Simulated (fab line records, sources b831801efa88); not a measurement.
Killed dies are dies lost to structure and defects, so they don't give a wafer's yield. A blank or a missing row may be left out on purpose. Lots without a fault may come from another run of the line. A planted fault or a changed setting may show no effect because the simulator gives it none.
fab line records | flow sky130
record lots=6 wafers=18 last_day=50
route steps=708 shown POLY_CUT@314 SD_P@320 RES_XHIGH@332
lots that met no fault: from a run of the same line without faults
start_h: hours from the record's first day to the start of the lot's first wafer shown | wait_h: hours since the lot's step before | " the same as in the row above | L1.1+2: a row that stands for several wafers | - no value, or no start given | * or withheld: withheld | < > ~ a bound
route shown NAME@n: a module of which the file shows steps, and the number in the route of the first | usual: mean/standard deviation of fault-free wafers | same: alike in all rows | chamber/n: place in a boat | sites: the reading at each site | _std_site: their standard deviation | _edge_site: outer sites' mean less inner sites' | radius_mm: how far each site lies from the wafer's centre | mask NAME#n: copy n | behind: the tool/chamber that last shaped the wafer | hold: why the lot was held/for how many hours/how that ended | device: the transistor (n, p or np) that didn't switch | end of line: the same wafers' tests at the end of the route | a step without rows: its recipe alone | killed: dies lost to structure and defects at the first sort, not the wafer's yield | map: a wafer's dies, x killed, . not, _ none there
set.NAME: the setting as run; set.NAME@STEP: as run at that earlier step | model.NAME: the simulator's own value behind a step, which no gauge read
lots at some steps of the route; a table a step, a row a wafer
services: from which hour (start_h, from the record's first day; less than 0 if before it) a tool's chamber was out of use, for how many hours, and why
## steps
# step SKY_POLY_CUT_DEVELOP_07
# recipe develop_time_s=60 resist=KrF-thick dev_temp_c=21
# step SKY_POLY_CUT_CD_MEAS_08
# recipe target_cd_nm=270
# usual cd_nm=270.3/1.4
# columns lot.wafer tool chamber start_h wait_h cd_nm
L357.2 cd_sem-01 - 647.66 - 270.7
L357.5 " - " " 269.7
L357.6 " - " " 269.2
L358.1 cd_sem-02 - 649.74 - 271.3
L358.2 " - " " 271.3
L358.3 " - " " 269.3
L360.1 cd_sem-02 - 663.69 - 270.2
L360.4 " - " " 269.4
L360.6 " - " " 270.4
L362.1 cd_sem-01 - 685.29 - 269.5
L362.3 " - " " 270.1
L362.4 " - " " 271.0
L370.1 cd_sem-01 - 740.58 - 269.6
L370.2 " - " " 271.2
L370.6 " - " " 270.9
L371.2 cd_sem-01 - 747.06 - 269.4
L371.5 " - " " 268.6
L371.6 " - " " 268.2
# step SKY_POLY_CUT_OVL_MEAS_09
# usual POLY_CUT_OVL=-4/6.2
# columns lot.wafer tool chamber start_h wait_h POLY_CUT_OVL[nm]
L357.2 overlay-02 - 647.77 0.1 -3
L357.5 " - " " 1
L357.6 " - " " -3
L358.1 overlay-01 - 649.86 0.1 -6
L358.2 " - " " -5
L358.3 " - " " -8
L360.1 overlay-02 - 663.81 0.1 -7
L360.4 " - " " -7
L360.6 " - " " -4
L362.1 overlay-01 - 685.41 0.1 -2
L362.3 " - " " 0
L362.4 " - " " -2
L370.1 overlay-02 - 740.70 0.1 -5
L370.2 " - " " -5
L370.6 " - " " 1
L371.2 overlay-02 - 747.17 0.1 5
L371.5 " - " " 1
L371.6 " - " " 5
# step SKY_POLY_CUT_ETCH_10
# recipe chemistry=N2/H2 target=BARC ion_energy_ev=200 source_w=500 bias_w=100 pressure_mtorr=30 n2_flow_sccm=100 h2_flow_sccm=200 stop_on=SiO2 time_s=45.9 target_depth_a=600
# usual drypump_motor_current_A=5.7/0.57 oes_product_au=0.855/0.0052 throttle_valve_pct=13.225/0.0087
# columns lot.wafer tool chamber start_h wait_h drypump_motor_current_A oes_product_au rf_hours_counter_h throttle_valve_pct
L357.2 rie_diel-03 0 647.80 0.0 5.0 0.857 18 13.226
L357.5 " 1 " " 5.4 0.862 - 13.217
L357.6 " 2 " " 6.5 0.861 - 13.223
L358.1 rie_diel-04 3 649.90 0.0 6.4 0.849 11 13.232
L358.2 " 2 " " 6.3 0.859 2 13.234
L358.3 " 1 " " 5.7 0.859 41 13.213
L360.1 rie_diel-03 2 663.85 0.0 6.5 0.857 9 13.242
L360.4 " 3 " " 6.3 0.867 3 13.230
L360.6 " 3 " " 6.3 0.850 - 13.226
L362.1 rie_diel-04 0 685.45 0.0 5.2 0.851 43 13.236
L362.3 " 3 " " 6.5 0.868 12 13.218
L362.4 " 1 " " 5.7 0.852 41 13.222
L370.1 rie_diel-04 2 740.74 0.0 6.3 0.862 4 13.220
L370.2 " 3 " " 6.4 0.854 13 13.217
L370.6 " 3 " " 6.4 0.856 - 13.223
L371.2 rie_diel-04 2 747.20 0.0 6.3 0.851 4 13.221
L371.5 " 2 " " 6.2 0.854 - 13.220
L371.6 " 0 " " 5.2 0.865 - 13.225
# step SKY_POLY_CUT_ETCH_11
# recipe target=Si3N4 chemistry=CF4/CH2F2/Ar stop_on=poly-Si source_w=600 bias_w=150 pressure_mtorr=40 cf4_flow_sccm=40 ch2f2_flow_sccm=20 Ar_flow_sccm=150 time_s=42.5 target_depth_a=600
# usual drypump_motor_current_A=5.7/0.56 oes_product_au=0.831/0.0073 throttle_valve_pct=14.994/0.0083
# columns lot.wafer tool chamber start_h wait_h drypump_motor_current_A oes_product_au rf_hours_counter_h throttle_valve_pct
L357.2 rie_diel-03 0 647.84 0.0 5.0 0.825 18 14.993
L357.5 " 1 " " 5.4 0.821 - 14.994
L357.6 " 2 " " 6.5 0.825 - 14.998
L358.1 rie_diel-04 3 649.94 0.0 6.4 0.827 11 15.004
L358.2 " 2 " " 6.3 0.830 2 14.985
L358.3 " 1 " " 5.7 0.835 41 14.989
L360.1 rie_diel-03 2 663.89 0.0 6.5 0.827 9 15.019
L360.4 " 3 " " 6.3 0.830 3 14.981
L360.6 " 3 " " 6.2 0.831 - 15.006
L362.1 rie_diel-04 0 685.49 0.0 5.2 0.823 43 14.992
L362.3 " 3 " " 6.4 0.822 12 14.996
L362.4 " 1 " " 5.7 0.820 41 14.976
L370.1 rie_diel-04 2 740.78 0.0 6.2 0.838 4 14.985
L370.2 " 3 " " 6.4 0.838 13 14.979
L370.6 " 3 " " 6.4 0.837 - 14.992
L371.2 rie_diel-04 2 747.24 0.0 6.3 0.826 4 14.994
L371.5 " 2 " " 6.3 0.827 - 14.998
L371.6 " 0 " " 5.2 0.835 - 14.981
# step SKY_POLY_CUT_STRIP_12
# recipe chemistry=O2/N2 power_w=1400 pressure_mtorr=1500 platen_temp_c=withheld o2_flow_sccm=3000 n2_flow_sccm=300 overash_fraction=0.5
# usual drypump_motor_current_A=5.7/0.43 oes_product_au=0.451/0.0047 strip_time_to_endpoint_s=5.351/0.019
# same overash_fraction=0.5
# columns lot.wafer tool chamber start_h wait_h drypump_motor_current_A oes_product_au rf_hours_counter_h strip_time_to_endpoint_s
L357.2 plasma_asher-01 1 647.88 0.0 5.4 0.444 54 5.333
L357.5 " 1 " " 5.4 0.451 - 5.339
L357.6 " 0 " " 6.0 0.451 - 5.349
L358.1 plasma_asher-03 0 649.98 0.0 6.1 0.454 86 5.345
L358.2 " 1 " " 5.9 0.450 86 5.343
L358.3 " 0 " " 6.1 0.446 - 5.333
L360.1 plasma_asher-03 1 663.93 0.0 6.0 0.455 87 5.367
L360.4 " 1 " " 6.0 0.456 - 5.330
L360.6 " 0 " " 6.1 0.454 - 5.371
L362.1 plasma_asher-01 0 685.53 0.0 6.0 0.448 58 5.351
L362.3 " 0 " " 5.9 0.454 - 5.365
L362.4 " 1 " " 5.4 0.447 - 5.350
L370.1 plasma_asher-03 1 740.82 0.0 6.0 0.449 95 5.326
L370.2 " 0 " " 6.1 0.450 95 5.328
L370.6 " 0 " " 6.1 0.451 - 5.318
L371.2 plasma_asher-04 0 747.28 0.0 4.9 0.453 0 5.344
L371.5 " 1 " " 6.1 0.436 - 5.358
L371.6 " 0 " " 4.8 0.454 - 5.349
# step SKY_SD_P_DEHYDRATE_00
# recipe temp_c=200 time_s=60
# step SKY_SD_P_HMDS_01
# recipe prime_time_s=60 prime_temp_c=120
# step SKY_SD_P_COAT_02
# recipe resist=NOVOLAK spin_rpm=3000 resist_thk_nm=1140
# step SKY_SD_P_SOFTBAKE_03
# recipe temp_c=90 time_s=60 resist=NOVOLAK
# step SKY_SD_P_EXPOSE_04
# recipe mask_id=PSDM na=0.6 source_shape=conventional sigma_outer=0.6 polarization=unpolarized target_cd_nm=380 dose_mj=138
# step SKY_SD_P_PEB_05
# recipe temp_c=withheld time_s=* resist=NOVOLAK
# step SKY_SD_P_DEVELOP_06
# recipe resist=NOVOLAK developer=TMAH develop_time_s=60 dev_temp_c=23
# usual chill_plate_temp_C=23.03/0.11 exhaust_pa=45.1/0.82
# columns lot.wafer tool chamber start_h wait_h chill_plate_temp_C exhaust_pa
L357.2 litho_track-03 0 675.67 0.1 23.21 44.0
L357.5 " 0 " " 23.20 44.1
L357.6 " 0 " " 23.22 45.6
L358.1 litho_track-03 0 678.04 0.1 23.22 45.9
L358.2 " 0 " " 23.03 45.7
L358.3 " 0 " " 23.03 45.9
L360.1 litho_track-02 0 691.43 0.1 23.00 45.1
L360.4 " 0 " " 23.19 45.2
L360.6 " 0 " " 22.96 45.6
L362.1 litho_track-02 0 713.23 0.1 22.95 46.4
L362.3 " 0 " " 22.75 44.9
L362.4 " 0 " " 22.85 44.6
L370.1 litho_track-03 0 767.99 0.1 23.06 44.8
L370.2 " 0 " " 22.98 45.5
L370.6 " 0 " " 23.09 46.0
L371.2 litho_track-04 0 773.42 0.1 23.00 46.0
L371.5 " 0 " " 22.92 44.2
L371.6 " 0 " " 23.13 44.9
# step SKY_SD_P_CD_MEAS_07
# recipe target_cd_nm=380
# usual cd_nm=379.3/2.4
# columns lot.wafer tool chamber start_h wait_h cd_nm
L357.2 cd_sem-02 - 675.81 0.1 -
L357.5 " - " " 379.0
L357.6 " - " " 379.6
L358.1 cd_sem-02 - 678.19 0.1 376.3
L358.2 " - " " -
L358.3 " - " " -
L360.1 cd_sem-01 - 691.58 0.1 379.0
L360.4 " - " " 382.2
L360.6 " - " " 379.1
L362.1 cd_sem-01 - 713.38 0.1 378.0
L362.3 " - " " 378.5
L362.4 " - " " 379.6
L370.1 cd_sem-01 - 768.14 0.1 380.8
L370.2 " - " " 381.4
L370.6 " - " " 382.8
L371.2 cd_sem-01 - 773.57 0.1 380.3
L371.5 " - " " 378.4
L371.6 " - " " 379.0
# step SKY_SD_P_OVL_MEAS_08
# usual SD_P_OVL=-1.7/1.6
# columns lot.wafer tool chamber start_h wait_h SD_P_OVL[nm]
L357.2 overlay-01 - 675.92 0.1 -
L357.5 " - " " -2.7
L357.6 " - " " -3.1
L358.1 overlay-02 - 678.31 0.1 1.5
L358.2 " - " " -
L358.3 " - " " -
L360.1 overlay-01 - 691.70 0.1 -1.1
L360.4 " - " " -0.3
L360.6 " - " " -3.1
L362.1 overlay-01 - 713.50 0.1 -1.7
L362.3 " - " " -0.5
L362.4 " - " " 0.8
L370.1 overlay-02 - 768.26 0.1 -2.8
L370.2 " - " " 0.0
L370.6 " - " " -0.3
L371.2 overlay-01 - 773.67 0.1 -0.2
L371.5 " - " " -3.3
L371.6 " - " " -2.3
# step SKY_SD_P_IMPLANT_09
# recipe species=BF2 energy_kev=20 dose_cm2=3e+15 tilt_deg=0
# step SKY_SD_P_STRIP_10
# recipe chemistry=O2/N2 power_w=1400 pressure_mtorr=1500 platen_temp_c=withheld o2_flow_sccm=3000 n2_flow_sccm=300 overash_fraction=0.5
# usual drypump_motor_current_A=5.4/0.42 oes_product_au=0.618/0.0048 strip_time_to_endpoint_s=17.51/0.04
# same overash_fraction=0.5
# columns lot.wafer tool chamber start_h wait_h drypump_motor_current_A oes_product_au rf_hours_counter_h strip_time_to_endpoint_s
L357.2 plasma_asher-02 0 676.10 0.1 5.2 0.621 23 17.45
L357.5 " 0 " " 5.2 0.616 - 17.50
L357.6 " 1 " " 5.1 0.612 - 17.49
L358.1 plasma_asher-04 0 678.50 0.1 4.8 0.625 93 17.55
L358.2 " 1 " " 6.1 0.625 93 17.55
L358.3 " 0 " " 4.9 0.612 - 17.55
L360.1 plasma_asher-04 0 691.89 0.1 4.8 0.618 95 17.52
L360.4 " 0 " " 4.8 0.622 - 17.52
L360.6 " 1 " " 6.1 0.614 - 17.50
L362.1 plasma_asher-02 0 713.69 0.1 5.2 0.613 26 17.57
L362.3 " 1 " " 5.1 0.609 - 17.56
L362.4 " 0 " " 5.2 0.620 - 17.55
L370.1 plasma_asher-04 1 768.45 0.1 6.1 0.618 2 17.53
L370.2 " 0 " " 4.8 0.619 2 17.58
L370.6 " 1 " " 6.1 0.619 - 17.58
L371.2 plasma_asher-01 0 773.85 0.1 6.0 0.620 67 17.44
L371.5 " 0 " " 5.9 0.619 - 17.43
L371.6 " 1 " " 5.4 0.620 - 17.45
# step SKY_SD_P_TW_MEAS_11
# usual SD_P_TW=2807/22
# columns lot.wafer tool chamber start_h wait_h SD_P_TW
L357.2 film_metro-01 - 676.21 0.1 30
L357.5 " - " " 2832
L357.6 " - " " 2819
L358.1 film_metro-02 - 678.60 0.1 2818
L358.2 " - " " 30
L358.3 " - " " 30
L360.1 film_metro-04 - 691.99 0.1 2788
L360.4 " - " " 2799
L360.6 " - " " 2792
L362.1 film_metro-02 - 713.79 0.1 2832
L362.3 " - " " 2827
L362.4 " - " " 2827
L370.1 film_metro-02 - 768.55 0.1 2814
L370.2 " - " " 2784
L370.6 " - " " 2798
L371.2 film_metro-02 - 773.96 0.1 2793
L371.5 " - " " 2803
L371.6 " - " " 2805
# step SKY_RES_XHIGH_DEHYDRATE_00
# recipe temp_c=200 time_s=60
## services
# columns tool chamber start_h hours kind
rie_diel-04 3 633.89 11.2 repair
litho_track-03 - 636.64 - consumable_replace:filter
rie_diel-04 1 677.41 6.4 repair
plasma_asher-03 - 699.71 3.8 repair
rie_diel-04 0 713.55 20.3 repair
rie_diel-04 1 715.57 38.9 repair
plasma_asher-04 - 733.75 9.0 pm
plasma_asher-04 0 733.75 9.0 vent_cycle
plasma_asher-04 1 733.75 9.0 vent_cycle
plasma_asher-04 0 742.75 - clean
plasma_asher-04 1 742.75 - clean
rie_diel-03 1 742.85 10.0 repair
rie_diel-04 0 747.55 9.2 repair
rie_diel-04 0 756.73 - clean
rie_diel-04 0 756.73 28.7 scheduled_down
rie_diel-04 0 756.73 28.7 vent_cycle
plasma_asher-02 - 758.29 3.9 repair
plasma_asher-04 - 768.70 2.8 pm
## key
first_sign step=SKY_SD_P_CD_MEAS_07 reading=cd_nm direction=missing
effect step=SKY_SD_P_OVL_MEAS_08 reading=SD_P_OVL direction=missing
effect step=SKY_SD_P_TW_MEAS_11 reading=SD_P_TW direction=down sigmas=99+ usual=2807 struck=30
met_at SKY_SD_P_DEVELOP_06
struck_wafers L357.2,L358.2,L358.3
sort_left_out L357.2,L358.2,L358.3
tester_left_out L357,L358
fault kind=process_parameter_drift tool=litho_track-03 chamber=- onset_h=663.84 steps=SKY_SD_P_DEVELOP_06 channel=develop_time_s offset=* shape=step end_h=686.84 scope=struck_wafers_only acts_in=* stated=*
# tester_left_out: of these lots the tester's yield and bins aren't shown, on N5 and GAA mostly nor the transistor test; their killed dies are dies lost to structure and defects alone, not to doping, threshold or leakage, so they don't give the yield
# sort_left_out: the simulated sort isn't trusted on such a fault, so these wafers' sort isn't shown, and their yield isn't known
